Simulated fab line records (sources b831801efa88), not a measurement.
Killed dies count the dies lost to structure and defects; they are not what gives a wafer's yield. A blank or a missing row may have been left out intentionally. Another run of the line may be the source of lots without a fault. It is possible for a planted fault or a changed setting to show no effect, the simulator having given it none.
Which tool is to blame?    flow sky130    13 lots, 39 wafers sampled, at 4 steps of a route of 708

== WHAT THE GAUGES SHOWED, per wafer ==
SKY_PASSIVATION_THK_MEAS_03.
lot   measured      on             PASSIVATION_CVD_02_THK (nm)
L820  day 44 03:40  film metro-04  541 545 548
L821  day 44 05:16  film metro-02  535 531 539
L825  day 45 05:25  film metro-04  531 545 545
L826  day 45 10:22  film metro-01  532 539 539
L828  day 46 05:15  film metro-02  529 546 544
L830  day 46 14:31  film metro-02  546 535 533
L829  day 46 14:55  film metro-04  530 543 543
L831  day 47 15:13  film metro-02  524 543 532
L833  day 48 05:41  film metro-04  548 545 551
L835  day 48 08:37  film metro-01  539 546 545
L836  day 48 11:07  film metro-01  535 541 536
L841  day 49 01:52  film metro-04  540 547 540
L843  day 49 20:12  film metro-01  543 537 546

== WHAT TOOL EACH LOT RAN ON (gives the tool, then ch and the chambers of the sampled wafers, and finally the start) ==
lot   SKY_METAL5_SPUTTER_00         SKY_METAL5_DESCUM_14               SKY_METAL5_CLEAN_19
L820  pvd sputter-02, day 43 03:37  rie metal-02 ch 0,1, day 44 02:27  wet bench-02 ch 2, day 44 03:15
L821  pvd sputter-01, day 43 04:38  rie metal-03 ch 0,1, day 44 04:05  wet bench-04 ch 2, day 44 04:52
L825  pvd sputter-04, day 44 06:29  rie metal-03 ch 0,1, day 45 04:14  wet bench-03 ch 1, day 45 05:01
L826  pvd sputter-02, day 44 11:14  rie metal-02 ch 1, day 45 08:53    wet bench-04 ch 1, day 45 09:58
L828  pvd sputter-01, day 45 07:10  rie metal-03 ch 0,1, day 46 04:05  wet bench-04 ch 2, day 46 04:51
L830  pvd sputter-02, day 45 16:50  rie metal-02 ch 0,1, day 46 13:03  wet bench-03 ch 0, day 46 13:58
L829  pvd sputter-04, day 45 17:37  rie metal-01 ch 0,1, day 46 13:41  wet bench-02 ch 0, day 46 14:31
L831  pvd sputter-02, day 46 18:40  rie metal-01 ch 1, day 47 13:54    wet bench-02 ch 3, day 47 14:42
L833  pvd sputter-01, day 47 08:12  rie metal-02 ch 0,1, day 48 04:31  wet bench-02 ch 3, day 48 05:16
L835  pvd sputter-02, day 47 11:56  rie metal-02 ch 0,1, day 48 07:23  wet bench-04 ch 2, day 48 08:12
L836  pvd sputter-01, day 47 14:53  rie metal-02 ch 0,1, day 48 09:56  wet bench-02 ch 2, day 48 10:42
L841  pvd sputter-01, day 48 05:38  rie metal-03 ch 0,1, day 49 00:41  wet bench-03 ch 0, day 49 01:27
L843  pvd sputter-04, day 49 01:23  rie metal-01 ch 0,1, day 49 18:55  wet bench-03 ch 2, day 49 19:40
- SKY_METAL5_SPUTTER_00: material Ti, target thk 15 nm, time 10 s.
- SKY_METAL5_DESCUM_14: chemistry O2, time 11 s.
- SKY_METAL5_CLEAN_19: cleans in O3/DIW.

== WHAT THE TOOLS THEMSELVES READ (means of the sampled wafers that have a number; where no wafer has one, the mark that the record gives instead) ==
SKY_METAL5_SPUTTER_00.
lot   tool            throttle valve pct (%)
L820  pvd sputter-02  30.1
L821  pvd sputter-01  29.7
L825  pvd sputter-04  28.3
L826  pvd sputter-02  30.3
L828  pvd sputter-01  29.3
L830  pvd sputter-02  30.0
L829  pvd sputter-04  28.8
L831  pvd sputter-02  29.2
L833  pvd sputter-01  28.7
L835  pvd sputter-02  30.0
L836  pvd sputter-01  29.2
L841  pvd sputter-01  28.7
L843  pvd sputter-04  29.4

SKY_METAL5_DESCUM_14.
lot   tool          drypump motor current A (A)  oes product au (a.u.)
L820  rie metal-02  5.8                          1.004
L821  rie metal-03  5.5                          1.009
L825  rie metal-03  5.2                          1.010
L826  rie metal-02  5.7                          1.018
L828  rie metal-03  5.2                          1.008
L830  rie metal-02  5.9                          1.007
L829  rie metal-01  5.4                          1.004
L831  rie metal-01  5.1                          1.007
L833  rie metal-02  5.9                          1.012
L835  rie metal-02  6.0                          1.013
L836  rie metal-02  6.0                          1.002
L841  rie metal-03  5.2                          1.010
L843  rie metal-01  5.2                          1.000

== THE ANSWER, worked out from the rows above alone ==
Rule: the lots themselves supply what counts as usual. The widest of any qualifying gaps counts: lots, ordered by their means at a reading, are off when they make up no more than a third of the lots, leave a main group of 4 or more, and stand apart from it by 3 or more times the standard deviation of that group's means. Not used: any main group whose means are identical at the precision the tables above print for the reading. A lot without any number at a reading at which 4 lots or more have one is off too. Any other lot the step has rows for is counted as sound. The gauges are gone through in route order, then the tools' own readings, and for those a lot's mean is taken as printed above. The first step at which some lot is off is used, and at that step the reading that is off furthest; a lot without a number counts as furthest.
Nothing can be told from this: no lot is off at any reading shown.

== WHAT THE SIMULATOR PUT IN ==
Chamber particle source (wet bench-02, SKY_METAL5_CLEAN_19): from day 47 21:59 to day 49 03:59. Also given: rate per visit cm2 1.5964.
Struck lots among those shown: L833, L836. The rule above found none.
